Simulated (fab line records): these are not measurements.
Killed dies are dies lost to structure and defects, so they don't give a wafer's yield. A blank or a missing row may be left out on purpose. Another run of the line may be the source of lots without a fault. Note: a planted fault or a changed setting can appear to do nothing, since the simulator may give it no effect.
Which of the tools did it?	flow sky130	12 lots, 36 wafers sampled, at 3 steps of a route of 708

== WHAT THE GAUGES SHOWED, per wafer ==
SKY_VIA2_THK_MEAS_23: measures by xrf. Usual: VIA2_W_THK typically reads 391 nm, with standard deviation 6.3.
lot	measured	on	VIA2_W_THK (nm)	flag
L824	day 36 06:30	filmMetro-04	392 395 398	
L825	day 36 21:16	filmMetro-03	396 394 397	
L827	day 37 05:22	filmMetro-04	403 395 396	
L830	day 38 05:00	filmMetro-03	383 382 389	
L832	day 39 07:26	filmMetro-01	388 398 392	
L836	day 40 13:40	filmMetro-03	385 386 385	
L838	day 41 02:28	filmMetro-01	392 386 391	
L837	day 41 02:55	filmMetro-03	387 388 379	
L843	day 42 07:09	filmMetro-01	384 389 389	
L842	day 42 10:56	filmMetro-04	391 389 389	
L844	day 42 11:46	filmMetro-01	393 386 394	
L846	day 43 01:03	filmMetro-01	395 398 388	

SKY_CAP2M_THK_MEAS_01. Usual: CAP2M_CVD_00_THK typically reads 15.53 nm, with standard deviation 0.21.
lot	measured	on	CAP2M_CVD_00_THK (nm)	flag
L824	day 39 16:58	filmMetro-01	15.56 15.99 15.70	
L825	day 40 06:04	filmMetro-01	15.27 15.66 15.46	
L827	day 40 13:19	filmMetro-03	15.63 15.27 15.32	
L830	day 41 10:07	filmMetro-02	15.28 15.61 15.68	
L832	day 42 11:53	filmMetro-02	15.31 15.49 15.78	
L836	day 43 16:40	filmMetro-03	15.79 15.83 15.77	
L838	day 44 03:34	filmMetro-02	15.45 15.96 15.71	
L837	day 44 03:53	filmMetro-03	15.13 15.33 15.21	
L843	day 45 06:27	filmMetro-03	15.37 15.45 15.70	
L842	day 45 09:55	filmMetro-02	15.36 15.77 15.89	
L844	day 45 10:02	filmMetro-03	15.40 15.76 15.52	
L846	day 45 22:51	filmMetro-01	15.35 15.57 15.89	

== WHICH TOOL RAN EACH LOT (tool, then ch and the chambers of the sampled wafers, then the start) ==
lot	SKY_METAL3_DESCUM_15
L824	rieMetal-04 ch 0, day 38 12:06
L825	rieMetal-01 ch 0, day 39 01:23
L827	rieMetal-04 ch 1, day 39 09:05
L830	rieMetal-01 ch 0, day 40 07:11
L832	rieMetal-04 ch 0,1, day 41 08:52
L836	rieMetal-01 ch 0,1, day 42 14:34
L838	rieMetal-04 ch 0,1, day 43 02:01
L837	rieMetal-01 ch 0,1, day 43 02:22
L843	rieMetal-04 ch 0,1, day 44 05:08
L842	rieMetal-01 ch 1, day 44 08:56
L844	rieMetal-04 ch 0,1, day 44 09:16
L846	rieMetal-03 ch 0,1, day 44 22:22
- SKY_METAL3_DESCUM_15: chemistry O2, time 8 s.

== WHAT THE TOOLS THEMSELVES READ (means of the sampled wafers that have a number; where no wafer has one, the mark that the record gives instead) ==
SKY_METAL3_DESCUM_15. Usual: drypumpMotorCurrentA 5.6 A, standard deviation 0.51; oesProductAu 0.995 a.u., standard deviation 0.0097.
lot	tool	drypumpMotorCurrentA (A)	oesProductAu (a.u.)	flag
L824	rieMetal-04	4.9	1.010	
L825	rieMetal-01	5.3	0.999	
L827	rieMetal-04	6.1	0.991	
L830	rieMetal-01	5.3	0.990	
L832	rieMetal-04	5.7	0.993	
L836	rieMetal-01	5.7	1.003	
L838	rieMetal-04	5.7	0.990	
L837	rieMetal-01	5.7	0.993	
L843	rieMetal-04	5.7	1.001	
L842	rieMetal-01	6.6	1.010	
L844	rieMetal-04	5.3	1.002	
L846	rieMetal-03	5.6	0.999	

== THE ANSWER, worked out from the rows above alone ==
Rule: lot off if the mean of its wafers having a number is beyond 3 standard deviations from the usual mean. Also off: a lot with no number at a reading for which 4 or more lots have one. The other lots that the step has rows for count as sound. First the gauges in route order, then the tools' own readings, where a lot's mean is used as printed above. At the first step where some lot is off, the reading lying furthest off is the one used; lots without a number count as furthest.
None of the lots is off at any reading shown; this tells nothing.

== WHAT HAD BEEN PUT IN BY THE SIMULATOR ==
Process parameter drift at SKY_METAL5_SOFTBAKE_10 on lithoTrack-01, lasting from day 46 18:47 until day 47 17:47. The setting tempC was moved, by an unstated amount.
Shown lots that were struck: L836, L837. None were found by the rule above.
